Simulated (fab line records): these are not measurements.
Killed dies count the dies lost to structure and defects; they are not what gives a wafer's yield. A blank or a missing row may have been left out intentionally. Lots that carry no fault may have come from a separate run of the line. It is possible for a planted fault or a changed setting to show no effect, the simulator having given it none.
Comparing a struck lot with a sound one + flow sky130 + 34 steps out of a route of 708
Sound: these wafers, L452.2, L452.4, L452.5. Wafers struck: L461.3, L461.4, L461.6. The cause comes at the end.
Per side, at each step with rows, come the tool, then ch with its chambers, and then its first start. Under that, the readings that differ: sound wafers + struck wafers + difference of the means + sigmas: that difference in standard deviations of wafers without a fault.
alike: same words and numbers on both sides, and readings whose means sit less than 2 such deviations apart. not compared: any withheld reading, any reading some wafer has no value for, any bound like >300 that may hide the same value, and any number with overlapping values for which the record gives no deviation.
Wherever a step has rows on one side only, a row that says differs or no value, or a row with sigmas, the two part there. Numbers that don't overlap but have no deviation are shown without sigmas and don't part them. Lack of a reading on every wafer of one side parts them only where that side has two or more wafers.

first, 4 steps without rows for these wafers: SKY_METAL5_SOFTBAKE_10 (time 60 s); SKY_METAL5_EXPOSE_11 (exposes mask MM5, target cd 1600 nm); SKY_METAL5_PEB_12; SKY_METAL5_DEVELOP_13 (develop time 60 s).
SKY_METAL5_DESCUM_14: chemistry O2, time 11 s.
  sound on rieMetal-03 ch 0,1, day 44 03:01; struck on rieMetal-03 ch 0,1, day 46 08:47
  alike: chamberPressureMTorr, drypumpMotorCurrentA, oesProductAu
  not compared: rfHoursCounterH
then, 1 step without rows for these wafers: SKY_METAL5_METAL_ETCH_15 (etches the open film in Cl2/BCl3, stops on SiO2, target depth 1260 nm, time 252 s).
SKY_METAL5_STRIP_16: strips in O2/N2.
  sound on plasmaAsher-04 ch 0,1, day 44 03:17; struck on plasmaAsher-03 ch 0,1, day 46 09:04
  alike: chamberPressureMTorr, drypumpMotorCurrentA, oesProductAu, stripTimeToEndpointS
  not compared: rfHoursCounterH
then, 3 steps without rows for these wafers: SKY_METAL5_STRIP_17 (strips in post etch residue remover, time 1200 s); SKY_METAL5_CLEAN_18 (cleans in IPA, time 180 s); SKY_METAL5_CLEAN_19 (cleans in O3/DIW).
SKY_PASSIVATION_CVD_00: deposits SiO2, target thk 90 nm.
  sound on pecvd-03 ch 0,2, day 44 03:53; struck on pecvd-01 ch 1,2, day 46 10:01
  alike: heaterPowerOuterW, heaterPowerW
SKY_PASSIVATION_THK_MEAS_01:
  struck on filmMetro-01, day 46 10:03; sound on filmMetro-02, day 44 03:55
  alike: PASSIVATION_CVD_00_THK
SKY_PASSIVATION_CVD_02: deposits Si3N4, target thk 540 nm.
  sound on pecvd-04 ch 0,1, day 44 03:58; struck on pecvd-04 ch 1,2, day 46 10:05
| reading                                      | sound             | struck            | difference | sigmas |
|----------------------------------------------|-------------------|-------------------|------------|--------|
| model.Si3N4_of_PASSIVATION_CVD_02.thkNm (nm) | 537.4 539.8 543.1 | 561.4 565.4 563.8 | +23.4      |        |
  alike: heaterPowerOuterW, heaterPowerW
SKY_PASSIVATION_THK_MEAS_03:
  struck on filmMetro-01, day 46 10:36; sound on filmMetro-02, day 44 04:12
| reading                     | sound       | struck      | difference | sigmas |
|-----------------------------|-------------|-------------|------------|--------|
| PASSIVATION_CVD_02_THK (nm) | 537 540 543 | 562 565 564 | +24        | +4     |
  not compared: hold
then, 6 steps without rows for these wafers: SKY_PASSIVATION_HMDS_05 (prime time 60 s); SKY_PASSIVATION_COAT_06 (resist thk 2946 nm); SKY_PASSIVATION_SOFTBAKE_07; SKY_PASSIVATION_EXPOSE_08 (exposes mask NSM, target cd 3000 nm); SKY_PASSIVATION_PEB_09; SKY_PASSIVATION_DEVELOP_10 (develop time 60 s).
SKY_PASSIVATION_ETCH_11: etches the open film in CF4/O2, stops on AlCu, target depth 725 nm, time 161.1 s.
  sound on rieDiel-02 ch 1,3, day 45 01:55; struck on rieDiel-01 ch 0,2,3, day 47 06:40
| reading                               | sound             | struck            | difference | sigmas |
|---------------------------------------|-------------------|-------------------|------------|--------|
| drypumpMotorCurrentA (A)              | 5.0 5.4 5.0       | 6.7 6.1 6.5       | +1.3       | +3     |
| oesProductAu (a.u.)                   | 0.971 0.978 0.978 | 0.999 0.989 0.991 | +0.017     | +2     |
| model.etch.depthNm (nm)               | 699.7 704.9 706.7 | 723.8 725.1 722.6 | +20.1      |        |
| model.PASSIVATION.featureDepthNm (nm) | 699.7 704.9 706.7 | 723.8 725.1 722.6 | +20.1      |        |
  alike: chamberPressureMTorr, throttleValvePct
  not compared: rfHoursCounterH
SKY_PASSIVATION_STRIP_12: strips in O2/N2.
  sound on plasmaAsher-02 ch 0,1, day 45 02:02; struck on plasmaAsher-04 ch 0,1, day 47 06:49
  alike: chamberPressureMTorr, drypumpMotorCurrentA, oesProductAu, stripTimeToEndpointS
  not compared: rfHoursCounterH
then, 7 steps without rows for these wafers: SKY_PAD_OPEN_DEHYDRATE_00 (time 60 s); SKY_PAD_OPEN_HMDS_01 (prime time 60 s); SKY_PAD_OPEN_COAT_02 (resist thk 3000 nm); SKY_PAD_OPEN_SOFTBAKE_03; SKY_PAD_OPEN_EXPOSE_04 (exposes mask PDM, target cd 60000 nm); SKY_PAD_OPEN_PEB_05; SKY_PAD_OPEN_DEVELOP_06 (develop time 60 s).
SKY_PAD_OPEN_ETCH_07: etches the open film in CF4/O2, stops on AlCu, target depth 725 nm, time 161.1 s.
  sound on rieDiel-04 ch 1,2,3, day 45 23:18; struck on rieDiel-01 ch 0,1,3, day 48 02:30
| reading                            | sound             | struck            | difference | sigmas |
|------------------------------------|-------------------|-------------------|------------|--------|
| oesProductAu (a.u.)                | 0.969 0.983 0.976 | 0.983 0.999 0.989 | +0.014     | +2     |
| model.etch.depthNm (nm)            | 699.7 704.9 706.7 | 723.8 725.1 722.6 | +20.1      |        |
| model.PAD_OPEN.featureDepthNm (nm) | 699.7 704.9 706.7 | 723.8 725.1 722.6 | +20.1      |        |
  alike: chamberPressureMTorr, drypumpMotorCurrentA, throttleValvePct
  not compared: rfHoursCounterH
SKY_PAD_OPEN_STRIP_08: strips in O2/N2.
  sound on plasmaAsher-01 ch 0,1, day 45 23:25; struck on plasmaAsher-02 ch 0,1, day 48 02:38
  alike: chamberPressureMTorr, drypumpMotorCurrentA, oesProductAu, stripTimeToEndpointS
  not compared: rfHoursCounterH
SKY_PAD_OPEN_STRIP_09: strips in post etch residue remover, time 1200 s.
  sound on wetBench-03 ch 3, day 45 23:31; struck on wetBench-02 ch 3, day 48 02:56
| reading                                      | sound           | struck            | difference | sigmas |
|----------------------------------------------|-----------------|-------------------|------------|--------|
| model.Si3N4_of_PASSIVATION_CVD_02.thkNm (nm) | 537 539.5 542.8 | 561.1 565.1 563.4 | +23.4      |        |
then, 1 step without rows for these wafers: SKY_PAD_OPEN_CLEAN_10 (cleans in IPA, time 180 s).
SKY_PAD_OPEN_PROBE_99:
  struck on prober-02, day 48 05:22; sound on prober-01, day 46 01:49
| reading                | sound | struck         | difference | sigmas |
|------------------------|-------|----------------|------------|--------|
| defectLimitedYield (%) | 86.4  | 82.3 81.1 83.9 | -4.0       | -2     |
| killed_at_M0_to_M3     | 28    | 45 49 34       | +15        | +2     |
| killedDies             | 67    | 87 93 79       | +19        | +2     |
| sort_bin_6_memory (%)  | 4.3   | 7.7 6.5 5.3    | +2.2       | +2     |
| sortNPass              | 425   | 405 399 413    | -19        | -2     |
| sortYieldPct (%)       | 86.4  | 82.3 81.1 83.9 | -4.0       | -2     |
  alike: killed_at_M4_up, killedAtContacts, killedAtFrontEnd, killedAtOther, killedOpen, killedShort, sort_bin_3_pad_short, sort_bin_5_function

WHERE THEY PART
Last at SKY_PAD_OPEN_PROBE_99 as far as this record goes, first at SKY_PASSIVATION_THK_MEAS_03.

WHY: what had been put in by the simulator
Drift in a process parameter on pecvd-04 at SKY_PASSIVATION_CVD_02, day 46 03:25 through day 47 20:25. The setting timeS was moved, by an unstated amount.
